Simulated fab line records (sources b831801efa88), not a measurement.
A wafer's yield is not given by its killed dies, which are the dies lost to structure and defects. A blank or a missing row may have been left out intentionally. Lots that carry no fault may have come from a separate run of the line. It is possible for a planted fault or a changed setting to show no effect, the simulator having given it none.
A struck lot beside a sound one | flow sky130 | 17 steps out of a route of 708
Sound: the wafers L974.1, L974.2, L974.6. Wafers struck: L984.1, L984.2, L984.5. Last of all comes the cause.
Order at every step that has rows: each side's tool, ch and its chambers, its first start. Under that, the readings that differ: sound wafers | struck wafers | difference of the means | sigmas: that difference in standard deviations of wafers without a fault.
alike: readings whose means differ by less than 2 such deviations, and words and numbers that are the same on both sides. not compared: withheld readings, readings that some wafer has no value for, bounds like >300 that may hide the same value, and numbers for which the record gives no deviation and whose values overlap.
The two part at a step that has a row with sigmas, a row that says differs or no value, or rows on one side only. Non-overlapping numbers with no deviation appear without sigmas and do not part them. Lack of a reading on every wafer of one side parts them only where that side has two or more wafers.

SKY_VT_ADJUST_HVTR_OVL_MEAS_08:
  struck on overlay-01, day 14 09:42; sound on overlay-02, day 11 02:01
  alike: VT_ADJUST_HVTR_OVL
following that, these wafers have no rows for 1 step: SKY_VT_ADJUST_HVTR_IMPLANT_09.
SKY_VT_ADJUST_HVTR_STRIP_10: strips in O2/N2.
  sound on plasma_asher-03 ch 0,1, day 11 02:13; struck on plasma_asher-03 ch 0,1, day 14 09:53
  alike: chamber_pressure_mTorr, drypump_motor_current_A, oes_product_au, strip_time_to_endpoint_s
  not compared: rf_hours_counter_h
SKY_VT_ADJUST_HVTR_TW_MEAS_11:
  struck on film_metro-04, day 14 09:59; sound on film_metro-04, day 11 02:19
  alike: VT_ADJUST_HVTR_TW
then, 7 steps without rows for these wafers: SKY_VT_ADJUST_PCH_DEHYDRATE_00 (time 60 s); SKY_VT_ADJUST_PCH_HMDS_01 (prime time 60 s); SKY_VT_ADJUST_PCH_COAT_02 (resist thk 3000 nm); SKY_VT_ADJUST_PCH_SOFTBAKE_03; SKY_VT_ADJUST_PCH_EXPOSE_04 (exposes mask NWM, target cd 840 nm); SKY_VT_ADJUST_PCH_PEB_05; SKY_VT_ADJUST_PCH_DEVELOP_06 (develop time 60 s).
SKY_VT_ADJUST_PCH_OVL_MEAS_07:
  struck on overlay-01, day 15 12:44; sound on overlay-01, day 12 01:22
  alike: VT_ADJUST_PCH_OVL
SKY_VT_ADJUST_PCH_IMPLANT_08:
  sound on implanter-03 ch 0, day 12 01:25; struck on implanter-03 ch 0, day 15 12:46
  reading                          | sound                      | struck                          | difference | sigmas
  beam_on_s (s)                    | 10.04 9.80 9.94            | 12.31 12.30 12.27               | +2.37      | +11
  end_station_pressure_torr (Torr) | 5.41e-06 4.47e-06 5.03e-06 | 9.897e-05 0.00010741 0.00010407 | +9.851e-05 | +99 or more
  faraday_current_uA               | 2.81 2.87 2.84             | 2.31 2.31 2.32                  | -0.53      | -9
SKY_VT_ADJUST_PCH_STRIP_09: strips in O2/N2.
  sound on plasma_asher-03 ch 0,1, day 12 01:34; struck on plasma_asher-04 ch 0,1, day 15 12:55
  reading                     | sound       | struck      | difference | sigmas
  drypump_motor_current_A (A) | 6.3 5.8 6.4 | 4.9 5.2 4.9 | -1.2       | -2
  alike: chamber_pressure_mTorr, oes_product_au, strip_time_to_endpoint_s
  not compared: rf_hours_counter_h
SKY_VT_ADJUST_PCH_TW_MEAS_10:
  struck on film_metro-01, day 15 13:01; sound on film_metro-01, day 12 01:40
  reading          | sound             | struck            | difference | sigmas
  VT_ADJUST_PCH_TW | 143.1 142.2 142.3 | 150.1 148.5 149.2 | +6.7       | +8
then, 1 step without rows for these wafers: SKY_SONOS_TUNNEL_DEHYDRATE_00 (time 60 s).
-- record jumps: 35 days separate the struck wafers' starts on either side; left off in module SONOS_TUNNEL, taken up again in module PAD_OPEN, whose first shown step is the route's number 708 --
SKY_PAD_OPEN_PROBE_99:
  struck on prober-02, day 50 02:18; sound on prober-01, day 47 14:00
  reading                                   | sound                   | struck                  | difference | sigmas
  model.etest.pfet_g5v0d10v5.off_log10_a_um | -12.56 -12.54 -12.57    | -11.88 -11.36 -11.62    | +0.94      |
  model.etest.pfet_01v8_lvt.off_log10_a_um  | -8.736 -8.781 -8.886    | -8.139 -8.119 -8.066    | +0.693     |
  model.etest.pfet_g5v0d10v5.vt_sat_v (V)   | -0.6227 -0.6425 -0.6169 | -0.5709 -0.5194 -0.5528 | +0.0797    |
  model.etest.pfet_16v.vt_v (V)             | -1.102 -1.109 -1.095    | -1.014 -1.019 -1.023    | +0.083     |
  model.etest.pfet_g5v0d10v5.vt_v (V)       | -0.8196 -0.8392 -0.8126 | -0.7774 -0.7348 -0.7674 | +0.0639    |
  model.etest.pfet_g5v0d10v5.vt_long_v (V)  | -0.9344 -0.9411 -0.9277 | -0.8541 -0.8604 -0.8629 | +0.0753    |
  model.etest.pfet_01v8_lvt.vt_sat_v (V)    | -0.4366 -0.4364 -0.4359 | -0.3758 -0.3732 -0.3763 | +0.0612    |
  model.etest.pfet_01v8_lvt.vt_v (V)        | -0.5298 -0.531 -0.5311  | -0.4755 -0.4757 -0.4786 | +0.0540    |
  alike: killed_at_M0_to_M3, killed_at_M4_up, killed_at_contacts, killed_at_front_end, killed_at_other, killed_dies, killed_open, killed_short

== WHERE THEY PART ==
First at SKY_VT_ADJUST_PCH_IMPLANT_08; last, within this record, at SKY_VT_ADJUST_PCH_TW_MEAS_10. Later steps at which nothing parts them and some readings are alike: SKY_PAD_OPEN_PROBE_99.

WHY: whatever the simulator had introduced
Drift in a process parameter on implanter-03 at SKY_VT_ADJUST_PCH_IMPLANT_08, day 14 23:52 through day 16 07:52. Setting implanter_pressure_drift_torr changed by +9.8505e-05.
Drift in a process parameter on implanter-03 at SKY_VT_ADJUST_PCH_IMPLANT_08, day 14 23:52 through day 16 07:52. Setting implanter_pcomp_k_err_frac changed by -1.
